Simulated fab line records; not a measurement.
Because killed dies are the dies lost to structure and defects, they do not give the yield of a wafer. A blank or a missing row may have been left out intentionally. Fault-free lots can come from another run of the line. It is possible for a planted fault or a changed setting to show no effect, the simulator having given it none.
Struck lot and sound lot, side by side | flow sky130 | 16 out of 708 route steps
Sound: wafers L475.1, L475.2, L475.5. Struck: wafers L480.2, L480.3, L480.4. The cause is given at the end.
Order at every step that has rows: each side's tool, ch and its chambers, its first start. Under that, the readings that differ: sound wafers | struck wafers | difference of the means | sigmas: that difference in standard deviations of wafers without a fault.
alike: readings whose means differ by less than 2 such deviations, and words and numbers that are the same on both sides. not compared: withheld readings, readings that some wafer has no value for, bounds like >300 that may hide the same value, and numbers for which the record gives no deviation and whose values overlap.
The two part at a step that has a row with sigmas, a row that says differs or no value, or rows on one side only. When numbers do not overlap yet have no deviation, they are printed without sigmas and do not part them. A reading that every wafer of one side lacks parts them only if that side has two wafers or more.

SKY_LDD_HVN_OVL_MEAS_07:
  sound on overlay-01, day 23 03:21; struck on overlay-01, day 25 11:42
  alike: LDD_HVN_OVL
after that, 1 step had no rows for these wafers: SKY_LDD_HVN_IMPLANT_08.
SKY_LDD_HVN_STRIP_09: strips in O2/N2.
  sound on plasmaAsher-01 ch 0,1, day 23 03:32; struck on plasmaAsher-02 ch 0,1, day 25 11:53
reading                  | sound             | struck            | difference | sigmas
stripTimeToEndpointS (s) | 4.119 4.118 4.129 | 4.157 4.175 4.157 | +0.041     | +3
  alike: drypumpMotorCurrentA, oesProductAu
  not compared: rfHoursCounterH
SKY_LDD_HVN_TW_MEAS_10:
  sound on filmMetro-02, day 23 03:38; struck on filmMetro-02, day 25 12:16
  alike: LDD_HVN_TW
then, 7 steps without rows for these wafers: SKY_LDD_HVP_DEHYDRATE_00 (time 60 s); SKY_LDD_HVP_HMDS_01 (prime time 60 s); SKY_LDD_HVP_COAT_02 (resist thk 300 nm); SKY_LDD_HVP_SOFTBAKE_03 (time 60 s); SKY_LDD_HVP_EXPOSE_04 (exposes mask HVPTM, target cd 700 nm); SKY_LDD_HVP_PEB_05; SKY_LDD_HVP_DEVELOP_06 (develop time 60 s).
SKY_LDD_HVP_OVL_MEAS_07:
  sound on overlay-02, day 24 09:47; struck on overlay-01, day 26 17:35
  alike: LDD_HVP_OVL
SKY_LDD_HVP_IMPLANT_08:
  sound on implanter-02 ch 0, day 24 09:49; struck on implanter-02 ch 0, day 26 17:38
reading          | sound                           | struck                           | difference  | sigmas
doseIonsCm2      | 1.7003e+13 1.695e+13 1.7002e+13 | 2.4116e+13 2.4172e+13 2.4128e+13 | +7.1537e+12 | +99 or more
faradayCurrentUA | 94.7 96.6 93.7                  | 134.3 133.8 130.7                | +37.9       | +19
SKY_LDD_HVP_STRIP_09: strips in O2/N2.
  sound on plasmaAsher-01 ch 0,1, day 24 09:58; struck on plasmaAsher-02 ch 0,1, day 26 17:46
  alike: drypumpMotorCurrentA, oesProductAu, stripTimeToEndpointS
  not compared: rfHoursCounterH
SKY_LDD_HVP_TW_MEAS_10:
  sound on filmMetro-03, day 24 10:04; struck on filmMetro-04, day 26 18:05
reading    | sound             | struck            | difference | sigmas
LDD_HVP_TW | 453.9 455.4 452.5 | 512.2 513.9 514.3 | +59.5      | +26
  not compared: hold
-- record jumps: 23 days separate the struck wafers' starts on either side; left off in module LDD_HVP, taken up again in module PAD_OPEN, whose first shown step is the route's number 708 --
SKY_PAD_OPEN_PROBE_99:
  sound on prober-02, day 48 01:40; struck on prober-01, day 49 13:04
reading                               | sound                   | struck                  | difference | sigmas
model.etest.tip_p_5v.rsOhmSq          | 2852 2863 2875          | 2211 2226 2211          | -647       | 
model.etest.pfetG5v0d10v5.offLog10AUm | -12.38 -12.46 -12.76    | -11.99 -11.95 -12.03    | +0.54      | 
model.etest.pfetG5v0d10v5.vtSatV (V)  | -0.6284 -0.6187 -0.6341 | -0.5808 -0.5844 -0.5934 | +0.0409    | 
  alike: killed_at_M0_to_M3, killed_at_M4_up, killedAtContacts, killedAtFrontEnd, killedAtOther, killedDies, killedOpen, killedShort
  not compared: model.etest.pfetG5v0d10v5.rOnOhmUm, model.etest.pfetG5v0d10v5.driveUaUm

WHERE THEY PART
Last at SKY_LDD_HVP_TW_MEAS_10 as far as this record goes, first at SKY_LDD_HVN_STRIP_09. Later steps at which nothing parts them and some readings are alike: SKY_PAD_OPEN_PROBE_99.

WHY: what had been put in by the simulator
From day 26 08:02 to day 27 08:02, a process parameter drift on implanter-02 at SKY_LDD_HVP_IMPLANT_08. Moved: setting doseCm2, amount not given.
